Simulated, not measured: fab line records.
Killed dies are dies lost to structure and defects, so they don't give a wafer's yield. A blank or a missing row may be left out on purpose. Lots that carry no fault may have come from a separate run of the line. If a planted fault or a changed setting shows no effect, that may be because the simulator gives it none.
Split-lot experiment ; flow gf180mcu ; 5 lots, 27 wafers read, on a route of 602 steps

== ON THE SPLIT ==
At GF_MIM_SPUTTER_09 (material TiN, target thk 35 nm, time 29.2 s), the setting time s was moved away from the recipe's 29.2 s on 12 of the 27 wafers read, by +32.1% to +54.3%. The other wafers ran this setting at the recipe's value.

== FROM THE SPLIT TO THE READING: what the file shows between them, 5 steps ==
- GF_MIM_THK_MEAS_11: measures by xrf
- GF_MIM_DEHYDRATE_12: time 60 s
- GF_MIM_HMDS_13: prime time 60 s
- GF_MIM_PEB_17
- GF_MIM_DEVELOP_18: develop time 60 s

== THE READING ==
oes product au, in a.u., at GF_MIM_METAL_ETCH_19 (etches the open film in Cl2/BCl3, stops on Si3N4, target depth 324.5 nm, time 54.1 s). Typical for fault-free wafers on this fab line: 0.939 a.u., with standard deviation 0.0062 a.u.

wafer;tool, chamber at the split;time s as run, s;against the recipe;oes product au, a.u.;against lot-mates on the recipe
L075.1;pvd sputter-01, -;29.2;recipe;0.939;-
L075.2;pvd sputter-01, -;29.2;recipe;0.929;-
L075.3;pvd sputter-01, -;40.86;+39.9%;0.956;+0.021
L075.4;pvd sputter-01, -;29.2;recipe;0.937;-
L075.5;pvd sputter-01, -;40.86;+39.9%;0.973;+0.038
L075.6;pvd sputter-01, -;40.86;+39.9%;0.961;+0.026
L077.1;pvd sputter-01, -;45.06;+54.3%;0.970;+0.033
L077.2;pvd sputter-01, -;29.2;recipe;0.947;-
L077.3;pvd sputter-01, -;45.06;+54.3%;0.973;+0.036
L077.4;pvd sputter-01, -;29.2;recipe;0.930;-
L077.5;pvd sputter-01, -;29.2;recipe;0.933;-
L077.6;pvd sputter-01, -;45.06;+54.3%;0.969;+0.032
L076.1;pvd sputter-01, -;41.1;+40.8%;0.963;+0.023
L076.2;pvd sputter-01, -;41.1;+40.8%;0.967;+0.027
L076.3;pvd sputter-01, -;29.2;recipe;0.942;-
L076.4;pvd sputter-01, -;29.2;recipe;0.938;-
L076.5;pvd sputter-01, -;29.2;recipe;0.940;-
L076.6;pvd sputter-01, -;41.1;+40.8%;0.972;+0.032
L082.2;pvd sputter-01, -;29.2;recipe;0.941;-
L082.3;pvd sputter-01, -;29.2;recipe;0.936;-
L082.4;pvd sputter-01, -;29.2;recipe;0.938;-
L084.1;pvd sputter-01, -;29.2;recipe;0.940;-
L084.2;pvd sputter-01, -;38.57;+32.1%;0.944;+0.011
L084.3;pvd sputter-01, -;29.2;recipe;0.926;-
L084.4;pvd sputter-01, -;38.57;+32.1%;0.956;+0.023
L084.5;pvd sputter-01, -;29.2;recipe;0.933;-
L084.6;pvd sputter-01, -;38.57;+32.1%;0.956;+0.023

THE FIT
A straight line over all 27 wafers: oes product au changes by +0.000648 a.u. for each +1% of time s; r = +0.93; the points scatter about the line by 0.0059 a.u.
The same after taking each lot's own level away (the mean of its wafers on the recipe; 27 wafers): +0.000649 a.u. for each +1%; r = +0.94; scatter 0.0052 a.u.
The reading moves by 0.035 a.u. for the largest change in time s, on that fit.
The lots' own levels span 0.9330 to 0.9400 a.u., that is 1.1 times the standard deviation above.
Hence the lot-to-lot level has little effect on the slope; both slopes agree.
Check: with one of the wafers moved furthest among these (+54.3%) left out of the fit, the line predicts +0.0356 a.u. for it against its lot-mates. It came out at +0.0333 a.u. against them.

== THE WHOLE CHAIN: every reading that the file lists as answering this split, in the file's order ==
step;what it does;reading;change (the file's fit);r (the file's)
GF_MIM_SPUTTER_09;material TiN, target thk 35 nm, time 29.2 s;TiN_of_MIM_SPUTTER_09.thk nm (the simulator's own value, which no gauge read);+0.351 nm for each +1% of the setting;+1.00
GF_MIM_THK_MEAS_11;measures by xrf;MIM_ALCU_THK;-0.133 for each +1% of the setting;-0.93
GF_MIM_METAL_ETCH_19;etches the open film in Cl2/BCl3, stops on Si3N4, target depth 324.5 nm, time 54.1 s;oes product au;+0.000645 a.u. for each +1% of the setting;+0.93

== THE FILE'S OWN FIT ==
oes product au changes by +0.000645 a.u. for each +1% of time s, r = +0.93.
